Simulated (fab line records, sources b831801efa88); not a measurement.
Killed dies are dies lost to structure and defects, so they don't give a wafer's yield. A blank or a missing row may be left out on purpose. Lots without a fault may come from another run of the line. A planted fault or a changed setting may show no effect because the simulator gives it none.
Which tool did it? | flow sky130 | 12 lots, 36 wafers sampled, at 1 step of a route of 708

WHAT THE GAUGES READ, wafer by wafer
SKY_CAPM_THK_MEAS_01.
lot  | measured     | on            | CAPM_CVD_00_THK (nm)
L803 | day 36 21:21 | film_metro-02 | 15.53 15.48 15.74
L804 | day 37 02:07 | film_metro-04 | 15.68 15.79 15.44
L805 | day 37 11:32 | film_metro-02 | 15.81 15.87 15.86
L806 | day 37 19:40 | film_metro-02 | 15.54 15.75 15.51
L809 | day 38 20:49 | film_metro-02 | 15.25 15.44 15.36
L810 | day 39 04:08 | film_metro-04 | 15.38 15.62 15.12
L819 | day 41 11:41 | film_metro-04 | 15.39 15.67 15.63
L821 | day 42 03:33 | film_metro-02 | 15.63 15.32 15.61
L822 | day 42 12:30 | film_metro-02 | 15.32 15.24 15.45
L823 | day 42 18:20 | film_metro-03 | 15.52 15.18 15.51
L824 | day 43 06:55 | film_metro-04 | 14.97 15.23 15.34
L825 | day 43 10:45 | film_metro-02 | 15.74 15.36 15.86

WHICH TOOL RAN EACH LOT (tool, then ch and the chambers of the sampled wafers, then the start)
The record holds no process step before these readings.

WHAT THE TOOLS THEMSELVES READ (means of the sampled wafers that have a number; where no wafer has one, the mark that the record gives instead)
The record holds no such reading with a usual standard deviation.

THE ANSWER, worked out from the rows above alone
Rule: what is usual is taken from the lots themselves. Put in order of their means at a reading, lots are off if they are a third of the lots or fewer, leave a main group of 4 or more, and stand apart from it by a gap of 3 or more times the standard deviation of the main group's means; of several such gaps the widest counts. A main group whose means are all the same, to the digits that the tables above print for the reading, isn't used. A lot without any number at a reading at which 4 lots or more have one is off too. The other lots that the step has rows for count as sound. The gauges are gone through in route order, then the tools' own readings, and for those a lot's mean is taken as printed above. The first step at which some lot is off is used, and at that step the reading that is off furthest; a lot without a number counts as furthest.
No lot is off at any reading shown: from this, nothing can be told.

WHAT THE SIMULATOR HAD PUT IN
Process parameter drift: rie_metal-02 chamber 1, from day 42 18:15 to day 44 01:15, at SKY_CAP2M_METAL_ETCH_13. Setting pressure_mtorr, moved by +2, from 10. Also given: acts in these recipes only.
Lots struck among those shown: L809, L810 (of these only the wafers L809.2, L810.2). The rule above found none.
